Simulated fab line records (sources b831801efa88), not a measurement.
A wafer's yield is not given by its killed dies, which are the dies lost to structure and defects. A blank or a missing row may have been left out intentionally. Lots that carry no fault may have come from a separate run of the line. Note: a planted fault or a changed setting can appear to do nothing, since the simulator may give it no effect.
fab line records | flow gf180mcu
[record] lots = 6 | wafers = 18 | last_day = 34
route steps=602 shown V4@476
lots that met no fault: from a run of the same line without faults
start_h: the number of hours between the record's first day and the start of the first shown wafer of the lot | wait_h: how many hours have passed since the lot's step before this one | " as in the row above | L1.1+2: several wafers, shown together as one row | - no value, or no start was given | * or withheld: withheld | < > ~ a bound
route shown NAME@n: names a module that has steps shown in the file, with the first one's number in the route | usual: mean/standard deviation of fault-free wafers | same: alike in all rows | chamber/n: place in a boat | sites: the reading at each site | _std_site: standard deviation across them | _edge_site: outer sites' mean less inner sites' | radius_mm: for every site, how far away it sits from the centre of the wafer | mask NAME#n: copy n | behind: the tool/chamber that last shaped the wafer | hold: reason for holding the lot/hours on hold/outcome of the hold | device: whichever transistor did not switch (one of n, p or np) | end of line: the tests these same wafers got at the end of their route | a step given without rows: its recipe and nothing more | killed: count of dies lost to structure and defects at first sort (not the wafer's yield) | map: a wafer's dies, x killed, . not, _ none there
set.NAME: the setting as run; set.NAME@STEP: as run at that earlier step | model.NAME: the simulator's own value behind a step, which no gauge read
lots at selected steps of the route; one table per step, one row per wafer
services: from which hour (start_h, from the record's first day; less than 0 if before it) a tool's chamber was out of use, for how many hours, and why
[[steps]]
[step GF_V4_CVD_00]
[recipe] material = SiO2 | target_thk_nm = 600 | sigma_open_frac = 0.3 | temp_c = 400 | time_s = 100 | sih4_flow_sccm = 60 | pressure_mtorr = 6
[step GF_V4_THK_MEAS_01]
[recipe] reads = SiO2_of_V4_CVD_00
[usual] V4_CVD_00_THK = 602/5.1
lot.wafer | tool          | chamber | start_h | wait_h | V4_CVD_00_THK[nm]
L237.4    | film_metro-02 | -       | 629.75  | 0.0    | 605
L237.5    | "             | -       | "       | "      | 603
L237.6    | "             | -       | "       | "      | 603
L238.4    | film_metro-04 | -       | 641.28  | 0.0    | 604
L238.5    | "             | -       | "       | "      | 604
L238.6    | "             | -       | "       | "      | 604
L241.3    | film_metro-01 | -       | 656.95  | 0.1    | 603
L241.4    | "             | -       | "       | "      | 599
L241.5    | "             | -       | "       | "      | 604
L246.4    | film_metro-04 | -       | 693.18  | 0.0    | 601
L246.5    | "             | -       | "       | "      | 592
L246.6    | "             | -       | "       | "      | 596
L247.2    | film_metro-04 | -       | 698.61  | 0.0    | 609
L247.3    | "             | -       | "       | "      | 606
L247.5    | "             | -       | "       | "      | 610
L248.2    | film_metro-01 | -       | 703.18  | 0.0    | 603
L248.4    | "             | -       | "       | "      | 596
L248.6    | "             | -       | "       | "      | 598
[step GF_V4_CVD_02]
[recipe] material = SiO2 | target_thk_nm = 850 | precursor = TEOS | temp_c = 400 | time_s = 94.851 | rf_w = 600
[usual] heater_power_w = 693/86
lot.wafer | tool     | chamber | start_h | wait_h | heater_power_w
L237.4    | pecvd-03 | 0       | 629.82  | 0.1    | 714
L237.5    | "        | 2       | "       | "      | 699
L237.6    | "        | 1       | "       | "      | 758
L238.4    | pecvd-03 | 1       | 641.34  | 0.1    | 720
L238.5    | "        | 2       | "       | "      | 765
L238.6    | "        | 0       | "       | "      | 707
L241.3    | pecvd-01 | 0       | 656.99  | 0.0    | 674
L241.4    | "        | 2       | "       | "      | 755
L241.5    | "        | 0       | "       | "      | 733
L246.4    | pecvd-01 | 0       | 693.24  | 0.1    | 691
L246.5    | "        | 1       | "       | "      | 673
L246.6    | "        | 2       | "       | "      | 675
L247.2    | pecvd-03 | 2       | 698.66  | 0.0    | 768
L247.3    | "        | 1       | "       | "      | 702
L247.5    | "        | 1       | "       | "      | 749
L248.2    | pecvd-02 | 0       | 703.23  | 0.0    | 738
L248.4    | "        | 1       | "       | "      | 480
L248.6    | "        | 0       | "       | "      | 772
[step GF_V4_THK_MEAS_03]
[recipe] reads = SiO2_of_V4_CVD_02
[usual] V4_CVD_02_THK = 850/10
lot.wafer | tool          | chamber | start_h | wait_h | V4_CVD_02_THK[nm]
L237.4    | film_metro-04 | -       | 629.88  | 0.0    | 855
L237.5    | "             | -       | "       | "      | 853
L237.6    | "             | -       | "       | "      | 853
L238.4    | film_metro-01 | -       | 641.41  | 0.0    | 850
L238.5    | "             | -       | "       | "      | 842
L238.6    | "             | -       | "       | "      | 856
L241.3    | film_metro-01 | -       | 657.08  | 0.1    | 848
L241.4    | "             | -       | "       | "      | 856
L241.5    | "             | -       | "       | "      | 856
L246.4    | film_metro-02 | -       | 693.31  | 0.0    | 855
L246.5    | "             | -       | "       | "      | 848
L246.6    | "             | -       | "       | "      | 858
L247.2    | film_metro-01 | -       | 698.74  | 0.0    | 851
L247.3    | "             | -       | "       | "      | 836
L247.5    | "             | -       | "       | "      | 853
L248.2    | film_metro-01 | -       | 703.31  | 0.0    | 831
L248.4    | "             | -       | "       | "      | 855
L248.6    | "             | -       | "       | "      | 853
[step GF_V4_CMP_04]
[recipe] material = SiO2 | down_force_psi = 4 | platen_rpm = 60 | pad_velocity_m_s = 0.94248
[usual] motor_current_A = 12.1/0.86 | time_to_endpoint_s = 78/4.9
lot.wafer | tool   | chamber | start_h | wait_h | motor_current_A | time_to_endpoint_s
L237.4    | cmp-01 | 2       | 629.96  | 0.1    | 13.2            | 81
L237.5    | "      | 1       | "       | "      | 12.1            | 76
L237.6    | "      | 2       | "       | "      | 13.0            | 78
L238.4    | cmp-01 | 2       | 641.73  | 0.3    | 12.7            | 79
L238.5    | "      | 1       | "       | "      | 12.1            | 76
L238.6    | "      | 2       | "       | "      | 13.6            | 78
L241.4    | cmp-02 | 0       | 657.12  | 0.0    | 11.3            | 77
L241.3    | "      | 3       | "       | "      | 12.6            | 77
L241.5    | "      | 1       | "       | "      | 12.4            | 75
L246.4    | cmp-02 | 2       | 693.44  | 0.1    | 10.0            | 78
L246.5    | "      | 0       | "       | "      | 11.8            | 78
L246.6    | "      | 1       | "       | "      | 12.5            | 78
L247.2    | cmp-02 | 3       | 698.79  | 0.0    | 13.4            | 81
L247.3    | "      | 1       | "       | "      | 12.2            | 72
L247.5    | "      | 3       | "       | "      | 12.7            | 79
L248.2    | cmp-01 | 2       | 703.36  | 0.0    | 12.6            | 71
L248.4    | "      | 0       | "       | "      | 11.7            | 76
L248.6    | "      | 2       | "       | "      | 12.7            | 75
[step GF_V4_BOW_MEAS_05]
[recipe] mode = bow
[usual] V4_BOW = 134/10
lot.wafer | tool          | chamber | start_h | wait_h | V4_BOW[um]
L237.4    | film_metro-02 | -       | 630.27  | 0.3    | 134
L237.5    | "             | -       | "       | "      | 140
L237.6    | "             | -       | "       | "      | 149
L238.4    | film_metro-02 | -       | 642.04  | 0.3    | 128
L238.5    | "             | -       | "       | "      | 134
L238.6    | "             | -       | "       | "      | 136
L241.3    | film_metro-02 | -       | 657.46  | 0.1    | 155
L241.4    | "             | -       | "       | "      | 145
L241.5    | "             | -       | "       | "      | 134
L246.4    | film_metro-04 | -       | 693.70  | 0.2    | 131
L246.5    | "             | -       | "       | "      | 135
L246.6    | "             | -       | "       | "      | 138
L247.2    | film_metro-02 | -       | 699.16  | 0.3    | 139
L247.3    | "             | -       | "       | "      | 148
L247.5    | "             | -       | "       | "      | 165
L248.2    | film_metro-01 | -       | 703.68  | 0.3    | 138
L248.4    | "             | -       | "       | "      | 121
L248.6    | "             | -       | "       | "      | 132
[step GF_V4_DEHYDRATE_06]
[recipe] temp_c = 200 | time_s = 60
[step GF_V4_HMDS_07]
[recipe] prime_time_s = 60 | prime_temp_c = 120
[step GF_V4_COAT_08]
[recipe] resist = BARC | temp_c = withheld | time_s = withheld | spin_rpm = withheld | resist_thk_nm = withheld
[step GF_V4_COAT_09]
[recipe] resist = KrF | spin_rpm = withheld | resist_thk_nm = 1000
[step GF_V4_SOFTBAKE_10]
[recipe] temp_c = 130 | time_s = 60 | resist = KrF
[step GF_V4_EXPOSE_11]
[recipe] mask_id = Via4 | target_cd_nm = 260 | na = 0.68 | source_shape = conventional | sigma_outer = 0.6 | dose_mj = 38
[step GF_V4_PEB_12]
[recipe] peb_temp_c = 135 | peb_time_s = 90 | resist = KrF
[usual] chill_plate_temp_C = 22.99/0.097 | exhaust_pa = 45.1/0.89 | peb_time_s = 90/0
lot.wafer | tool           | chamber | start_h | wait_h | chill_plate_temp_C | exhaust_pa | peb_time_s
L237.4    | litho_track-04 | -       | 650.20  | -      | -                  | -          | -
L237.5    | "              | -       | "       | "      | -                  | -          | -
L237.6    | "              | -       | "       | "      | -                  | -          | -
L238.4    | litho_track-02 | -       | 661.41  | -      | -                  | -          | -
L238.5    | "              | -       | "       | "      | -                  | -          | -
L238.6    | "              | -       | "       | "      | -                  | -          | -
L241.3    | litho_track-01 | 0       | 676.72  | -      | 23.08              | 44.6       | 90
L241.4    | "              | 0       | "       | "      | 22.86              | 44.8       | 90
L241.5    | "              | 0       | "       | "      | 23.16              | 45.4       | 90
L246.4    | litho_track-02 | 0       | 711.81  | -      | 23.03              | 45.8       | 90
L246.5    | "              | 0       | "       | "      | 22.99              | 44.9       | 90
L246.6    | "              | 0       | "       | "      | 22.99              | 44.9       | 90
L247.2    | litho_track-01 | 0       | 716.59  | -      | 22.84              | 45.6       | 90
L247.3    | "              | 0       | "       | "      | 22.96              | 44.5       | 90
L247.5    | "              | 0       | "       | "      | 22.99              | 44.1       | 90
L248.2    | litho_track-02 | 0       | 721.04  | -      | 22.96              | 45.2       | 90
L248.4    | "              | 0       | "       | "      | 23.06              | 45.0       | 90
L248.6    | "              | 0       | "       | "      | 22.82              | 45.8       | 90
[step GF_V4_DEVELOP_13]
[recipe] develop_time_s = 60 | resist = KrF | dev_temp_c = 21
[[services]]
tool     | chamber | start_h | hours | kind
pecvd-02 | -       | 606.58  | 3.0   | repair
cmp-02   | -       | 628.60  | 13.1  | repair
pecvd-01 | -       | 647.12  | 2.8   | pm
pecvd-02 | -       | 652.63  | 0.5   | repair
cmp-02   | -       | 679.63  | 0.5   | repair
pecvd-01 | -       | 696.97  | 15.2  | repair
cmp-02   | -       | 705.13  | 4.1   | repair
cmp-01   | -       | 710.77  | 4.2   | pm
[[key]]
[first_sign] step = GF_V4_PEB_12 | reading = tool_record | direction = missing
effect none on later readings
met_at GF_V4_PEB_12
struck_wafers L237.4,L237.5,L237.6,L238.4,L238.5,L238.6
later_rows_left_out L237.4,L237.5,L237.6,L238.4,L238.5,L238.6
sort_left_out L237.4,L237.5,L237.6,L238.4,L238.5,L238.6
[fault] kind = skipped_step_whole | tool = litho_track-02,litho_track-04 | chamber = - | onset_h = 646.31 | steps = GF_V4_PEB_12 | scope = struck_lots_only
// sort_left_out: the simulated sort isn't trusted on such a fault, so these wafers' sort isn't shown, and their yield isn't known
// later_rows_left_out: the simulator's readings of these wafers behind a module that went badly wrong aren't trusted and aren't shown, but for the sort
